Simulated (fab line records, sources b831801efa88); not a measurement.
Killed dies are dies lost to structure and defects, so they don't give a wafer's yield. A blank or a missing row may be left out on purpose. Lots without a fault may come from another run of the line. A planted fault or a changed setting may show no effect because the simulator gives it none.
One fault seen from 2 desks | flow sky130 | each desk has only its own numbers; what lay behind them comes last

THE TOOL OWNER'S DESK: hdpcvd-02
The tool's own readings at SKY_VIA4_HDPCVD_00 (deposits SiO2, target thk 1750 nm, time 291.7 s): means of the sampled wafers that have a number, for each lot that ran on this tool. A lot is out of limits, marked OUT, if its mean lies more than 4 standard deviations from the usual mean; the brackets give that distance.
Columns: A = run_length_s at SKY_VIA4_HDPCVD_00, usual 319.2 s
lot  | first seen here | A
L889 | day 41 23:32    | 318.8
L892 | day 43 22:24    | 319.2
L891 | day 43 23:06    | 319.0
L894 | day 44 04:02    | 273.8 (-78) OUT
L896 | day 44 05:01    | 273.7 (-78) OUT
This desk's finding: out of limits on L894, L896; first on L894, day 44 04:02 (run_length_s at SKY_VIA4_HDPCVD_00). In limits: L889, L892, L891.

THE METROLOGY DESK
What the gauges read, lot by lot, whatever tool the lot ran on: means of the sampled wafers that have a number. A lot is out of limits, marked OUT, if its mean lies more than 4 standard deviations from the usual mean; the brackets give that distance.
Columns: A = VIA3_W_THK at SKY_VIA3_THK_MEAS_23, usual 385 nm; B = VIA4_HDPCVD_THK at SKY_VIA4_THK_MEAS_01, usual 1736 nm
lot  | first seen here | A   | B
L888 | day 39 15:58    | 373 | 1727
L889 | day 39 20:39    | 393 | 1721
L890 | day 40 02:20    | 385 | 1729
L893 | day 41 15:43    | 386 | 1717
L892 | day 41 21:34    | 381 | 1741
L891 | day 41 22:05    | 395 | 1750
L894 | day 42 03:32    | 384 | 1484 (-12) OUT
L896 | day 42 03:47    | 382 | 1456 (-13) OUT
L903 | day 43 16:40    | 399 | 1747
L909 | day 45 07:08    | 380 | 1745
L910 | day 45 17:47    | 383 | 1762
This desk's finding: out of limits on L894, L896; first on L894, day 44 04:14 (VIA4_HDPCVD_THK at SKY_VIA4_THK_MEAS_01). In limits: L888, L889, L890, L893, L892, L891, L903, L909, L910.

PUT TOGETHER
The tool owner's desk could have raised an alarm at day 44 04:02, on L894, L896.
The metrology desk could have raised an alarm at day 44 04:14, on L894, L896.
Of the lots named, all ran SKY_VIA4_HDPCVD_00 on hdpcvd-02.

WHAT THE SIMULATOR HAD PUT IN
Process parameter drift: hdpcvd-02, from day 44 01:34 on, at SKY_VIA4_HDPCVD_00. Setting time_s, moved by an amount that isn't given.
Lots struck among those shown: L894, L896.
Hours from the fault's start to each desk's first reading out of limits: the tool owner's desk, 2; the metrology desk, 3.
